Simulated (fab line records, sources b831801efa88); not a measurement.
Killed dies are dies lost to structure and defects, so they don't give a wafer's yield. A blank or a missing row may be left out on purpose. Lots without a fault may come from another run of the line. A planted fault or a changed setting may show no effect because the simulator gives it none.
Which tool did it? | flow gf180mcu | 13 lots, 39 wafers sampled, at 5 steps of a route of 602

WHAT THE GAUGES READ, wafer by wafer
GF_NWELL_TW_MEAS_11. Usual: NWELL_TW 1578, standard deviation 12.
lot  | measured    | on            | NWELL_TW       | flag
L940 | day 3 07:13 | film_metro-03 | 1573 1574 1576 |
L941 | day 3 13:10 | film_metro-04 | 1596 1601 1599 |
L942 | day 3 20:28 | film_metro-04 | 1590 1589 1604 |
L943 | day 4 00:28 | film_metro-04 | 1590 1597 1599 |
L944 | day 4 06:13 | film_metro-01 | 1582 1577 1568 |
L946 | day 4 16:06 | film_metro-03 | 1923 1922 1910 | OFF
L948 | day 5 09:58 | film_metro-03 | 1593 1585 1582 |
L952 | day 6 04:56 | film_metro-04 | 1952 1948 1963 | OFF
L957 | day 7 05:29 | film_metro-01 | 1565 1580 1582 |
L958 | day 7 09:13 | film_metro-03 | 1573 1585 1582 |
L960 | day 7 22:57 | film_metro-03 | 1583 1581 1584 |
L962 | day 8 10:37 | film_metro-01 | 1566 1567 1568 |
L963 | day 8 15:10 | film_metro-01 | 1563 1562 1571 |

GF_VT_IMPLANT_RS_MEAS_47: measures by four-point-probe. Usual: NWELL_RS 488.1 ohm/sq, standard deviation 0.96.
lot  | measured     | on            | NWELL_RS (ohm/sq) | flag
L940 | day 7 12:28  | film_metro-01 | 488.5 486.7 487.4 |
L941 | day 7 16:38  | film_metro-03 | 488.4 489.1 489.1 |
L942 | day 8 02:35  | film_metro-01 | 488.3 488.7 487.7 |
L943 | day 8 08:17  | film_metro-03 | 488.3 488.2 487.9 |
L944 | day 8 15:01  | film_metro-03 | 488.9 489.3 489.6 |
L946 | day 9 03:19  | film_metro-01 | 349.5 349.0 348.6 | OFF
L948 | day 10 03:36 | film_metro-03 | 488.7 488.0 489.3 |
L952 | day 11 02:26 | film_metro-01 | 349.3 349.9 349.8 | OFF
L957 | day 12 08:55 | film_metro-03 | 487.4 489.0 488.1 |
L958 | day 12 14:35 | film_metro-04 | 487.0 487.1 487.9 |
L960 | day 13 06:17 | film_metro-01 | 487.2 487.7 486.1 |
L962 | day 13 21:16 | film_metro-04 | 487.3 487.4 488.4 |
L963 | day 14 03:22 | film_metro-03 | 488.3 488.2 487.9 |

GF_V3_THK_MEAS_25: measures by xrf. Usual: V3_W_THK 346 nm, standard deviation 5.7.
lot  | measured     | on            | V3_W_THK (nm) | flag
L940 | day 22 06:01 | film_metro-03 | 353 357 354   |
L941 | day 22 11:01 | film_metro-04 | 332 338 338   |
L942 | day 23 03:08 | film_metro-03 | 350 350 353   |
L943 | day 23 15:13 | film_metro-03 | 351 353 349   |
L944 | day 23 20:56 | film_metro-02 | 344 344 354   |
L946 | day 24 16:12 | film_metro-02 | 344 349 347   |
L948 | day 25 16:46 | film_metro-02 | 345 345 350   |
L952 | day 26 21:11 | film_metro-03 | 356 346 356   |
L957 | day 28 01:22 | film_metro-04 | 346 340 349   |
L958 | day 28 10:28 | film_metro-02 | 349 345 345   |
L960 | day 28 23:21 | film_metro-03 | 350 347 350   |
L962 | day 29 14:43 | film_metro-02 | 343 345 350   |
L963 | day 29 19:32 | film_metro-03 | 350 343 340   |

GF_M4_OVL_MEAS_15. Usual: M4_OVL 3 nm, standard deviation 5.2.
lot  | measured     | on         | M4_OVL (nm) | flag
L940 | day 23 06:02 | overlay-01 | 2 -2 -5     |
L941 | day 23 10:35 | overlay-02 | -4 -7 -7    |
L942 | day 24 02:31 | overlay-02 | 8 0 6       |
L943 | day 24 14:35 | overlay-01 | 13 2 -2     |
L944 | day 24 19:59 | overlay-01 | 9 7 4       |
L946 | day 25 14:23 | overlay-02 | 2 6 2       |
L948 | day 26 14:08 | overlay-02 | 7 4 2       |
L952 | day 27 17:16 | overlay-01 | -4 0 -3     |
L957 | day 28 21:08 | overlay-02 | -3 0 -1     |
L958 | day 29 06:37 | overlay-02 | 1 6 3       |
L960 | day 29 18:56 | overlay-01 | 8 10 6      |
L962 | day 30 09:14 | overlay-01 | 3 8 2       |
L963 | day 30 13:47 | overlay-01 | 14 0 -3     |

WHICH TOOL RAN EACH LOT (tool, then ch and the chambers of the sampled wafers, then the start)
lot  | GF_NWELL_IMPLANT_08
L940 | implanter-02 ch 0, day 3 06:50
L941 | implanter-02 ch 0, day 3 12:46
L942 | implanter-02 ch 0, day 3 20:04
L943 | implanter-03 ch 0, day 4 00:04
L944 | implanter-04 ch 0, day 4 05:50
L946 | implanter-04 ch 0, day 4 15:25
L948 | implanter-02 ch 0, day 5 09:35
L952 | implanter-03 ch 0, day 6 04:13
L957 | implanter-04 ch 0, day 7 05:05
L958 | implanter-02 ch 0, day 7 08:51
L960 | implanter-04 ch 0, day 7 22:33
L962 | implanter-02 ch 0, day 8 10:14
L963 | implanter-04 ch 0, day 8 14:48
- GF_NWELL_IMPLANT_08

WHAT THE TOOLS THEMSELVES READ (means of the sampled wafers that have a number; where no wafer has one, the mark that the record gives instead)
GF_NWELL_IMPLANT_08. Usual: tilt_deg 0.001 degrees, standard deviation 0.019.
lot  | tool         | tilt_deg (degrees) | flag
L940 | implanter-02 | -0.017             |
L941 | implanter-02 | 0.016              |
L942 | implanter-02 | 0.006              |
L943 | implanter-03 | -0.008             |
L944 | implanter-04 | -0.002             |
L946 | implanter-04 | 0.014              |
L948 | implanter-02 | -0.026             |
L952 | implanter-03 | -0.009             |
L957 | implanter-04 | 0.017              |
L958 | implanter-02 | -0.011             |
L960 | implanter-04 | 0.018              |
L962 | implanter-02 | -0.001             |
L963 | implanter-04 | 0.016              |

THE ANSWER, worked out from the rows above alone
Rule: a lot is off if the mean of its wafers that have a number lies more than 3 standard deviations from the usual mean. A lot without any number at a reading at which 4 lots or more have one is off too. The other lots that the step has rows for count as sound. The gauges are gone through in route order, then the tools' own readings, and for those a lot's mean is taken as printed above. The first step at which some lot is off is used, and at that step the reading that is off furthest; a lot without a number counts as furthest.
Off: L946, L952, at GF_NWELL_TW_MEAS_11 (NWELL_TW).
A tool fits if, at a process step before that reading, it ran every lot that is off, and no sound lot after the first of them. The gauges at GF_NWELL_TW_MEAS_11 aren't tried: what is off there is off at GF_VT_IMPLANT_RS_MEAS_47 too, on other tools, and a gauge's error can't cause that. None of those tried fits.

WHAT THE SIMULATOR HAD PUT IN
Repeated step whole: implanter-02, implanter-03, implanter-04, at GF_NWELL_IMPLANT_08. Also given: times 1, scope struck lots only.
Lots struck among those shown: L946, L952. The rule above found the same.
